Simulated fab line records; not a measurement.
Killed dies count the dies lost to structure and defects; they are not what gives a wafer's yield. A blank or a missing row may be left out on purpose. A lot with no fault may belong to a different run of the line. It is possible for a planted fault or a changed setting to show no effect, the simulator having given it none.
A lot that was struck, set against a sound lot || flow sky130 || 35 steps out of a route of 708
Sound: the wafers L790.1, L790.2, L790.4. Wafers L805.1, L805.4, L805.6 were the ones struck. At the end, the cause is stated.
For every step that has rows: the tool of each side, followed by ch and its chambers, followed by its first start. Under that, the readings that differ: sound wafers || struck wafers || difference of the means || sigmas: that difference in standard deviations of wafers without a fault.
alike: same words and numbers on both sides, and readings whose means sit less than 2 such deviations apart. not compared: any withheld reading, any reading some wafer has no value for, any bound like >300 that may hide the same value, and any number with overlapping values for which the record gives no deviation.
Wherever a step has rows on one side only, a row that says differs or no value, or a row with sigmas, the two part there. Numbers that have no deviation but don't overlap get no sigmas and don't part them. Lack of a reading on every wafer of one side parts them only where that side has two or more wafers.

first, 10 steps without rows for these wafers: SKY_VIA1_COAT_06 (resist thk 60 nm); SKY_VIA1_COAT_07 (resist thk 450 nm); SKY_VIA1_SOFTBAKE_08 (time 90 s); SKY_VIA1_EXPOSE_09 (exposes mask VIM, target cd 150 nm); SKY_VIA1_PEB_10; SKY_VIA1_DEVELOP_11 (develop time 60 s); SKY_VIA1_ETCH_14 (etches BARC in N2/H2, stops on SiO2, time 45.9 s, target depth 60 nm); SKY_VIA1_ETCH_15 (etches SiO2 in C4F8/O2/Ar, stops on TiN, target depth 351 nm, time 54 s); SKY_VIA1_STRIP_16 (strips in O2/N2); SKY_VIA1_STRIP_17 (strips in post etch residue remover, time 1200 s).
SKY_VIA1_CLEAN_18: cleans in IPA, time 180 s.
  sound on wet bench-02 ch 0, day 33 23:19; struck on wet bench-02 ch 2, day 38 20:50
then, 23 steps without rows for these wafers: SKY_VIA1_CLEAN_19 (cleans in O3/DIW); SKY_VIA1_SPUTTER_20 (material TiN, target thk 20 nm, time 80 s); SKY_VIA1_CVD_21 (deposits W, target thk 270 nm, time 80.902 s); SKY_VIA1_CMP_24 (polishes, stops on SiO2, t overpolish 15 s, target thk 0 nm); SKY_METAL2_SPUTTER_00 (material Ti, target thk 15 nm, time 10 s); SKY_METAL2_SPUTTER_01 (material TiN, target thk 20 nm, time 16.7 s); SKY_METAL2_SPUTTER_02 (material AlCu, target thk 250 nm, time 13.3 s); SKY_METAL2_SPUTTER_03 (material Ti, target thk 5 nm, time 3.3 s); SKY_METAL2_SPUTTER_04 (material TiN, target thk 70 nm, time 58.3 s); SKY_METAL2_DEHYDRATE_07 (time 60 s); SKY_METAL2_HMDS_08 (prime time 60 s); SKY_METAL2_COAT_09 (resist thk 60 nm); SKY_METAL2_COAT_10 (resist thk 450 nm); SKY_METAL2_SOFTBAKE_11 (time 90 s); SKY_METAL2_EXPOSE_12 (exposes mask MM2, target cd 140 nm); SKY_METAL2_PEB_13; SKY_METAL2_DEVELOP_14 (develop time 60 s); SKY_METAL2_DESCUM_17 (chemistry O2, time 8 s); SKY_METAL2_ETCH_18 (etches BARC in N2/H2, stops on SiO2, time 45.9 s, target depth 60 nm); SKY_METAL2_METAL_ETCH_19 (etches the open film in Cl2/BCl3, stops on SiO2, target depth 360 nm, time 78 s); SKY_METAL2_STRIP_20 (strips in O2/N2); SKY_METAL2_STRIP_21 (strips in post etch residue remover, time 1200 s); SKY_METAL2_CLEAN_22 (cleans in IPA, time 180 s).
-- the record jumps here: 11 days lie between the struck wafers' starts before and after (it left off in module METAL2 and takes up again in module PAD_OPEN, whose first step shown is number 708 of the route) --
SKY_PAD_OPEN_PROBE_99:
  sound: prober-01 at day 45 17:38; struck: prober-01 at day 49 10:32
{"reading": "defect limited yield (%)", "sound": "82.1 83.3 81.1", "struck": "70.5 73.4 73.4", "difference": -9.7, "sigmas": -5}
{"reading": "killed_at_M0_to_M3", "sound": "36 40 38", "struck": "96 86 99", "difference": "+56", "sigmas": "+8"}
{"reading": "killed dies", "sound": "88 82 93", "struck": "145 131 131", "difference": "+48", "sigmas": "+5"}
{"reading": "sort_bin_3_pad_short (%)", "sound": "0.6 1.0 0.8", "struck": "4.3 3.9 4.7", "difference": "+3.5", "sigmas": "+8"}
{"reading": "sort_bin_5_function (%)", "sound": "10.6 9.6 10.4", "struck": "16.9 17.7 17.1", "difference": "+7.0", "sigmas": "+5"}
{"reading": "sort n pass", "sound": "404 410 399", "struck": "347 361 361", "difference": -48, "sigmas": -5}
{"reading": "sort yield pct (%)", "sound": "82.1 83.3 81.1", "struck": "70.5 73.4 73.4", "difference": -9.7, "sigmas": -5}
{"reading": "model.etest.tester.sort n pass", "sound": "404 410 399", "struck": "347 361 361", "difference": -48, "sigmas": ""}
{"reading": "model.etest.tester.sort yield pct (%)", "sound": "82.11 83.33 81.1", "struck": "70.53 73.37 73.37", "difference": -9.76, "sigmas": ""}
{"reading": "model.etest.tester.sort_bin_5_pct (%)", "sound": "10.57 9.553 10.37", "struck": "16.87 17.68 17.07", "difference": "+7.04", "sigmas": ""}
{"reading": "model.etest.tester.sort_bin_3_pct (%)", "sound": "0.6098 1.016 0.813", "struck": "4.268 3.862 4.675", "difference": "+3.455", "sigmas": ""}
  alike: killed_at_M4_up, killed at contacts, killed at front end, killed at other, killed open, killed short, sort_bin_6_memory

## WHERE THEY PART
Only at SKY_PAD_OPEN_PROBE_99, as far as this record shows.

WHY: whatever the simulator had introduced
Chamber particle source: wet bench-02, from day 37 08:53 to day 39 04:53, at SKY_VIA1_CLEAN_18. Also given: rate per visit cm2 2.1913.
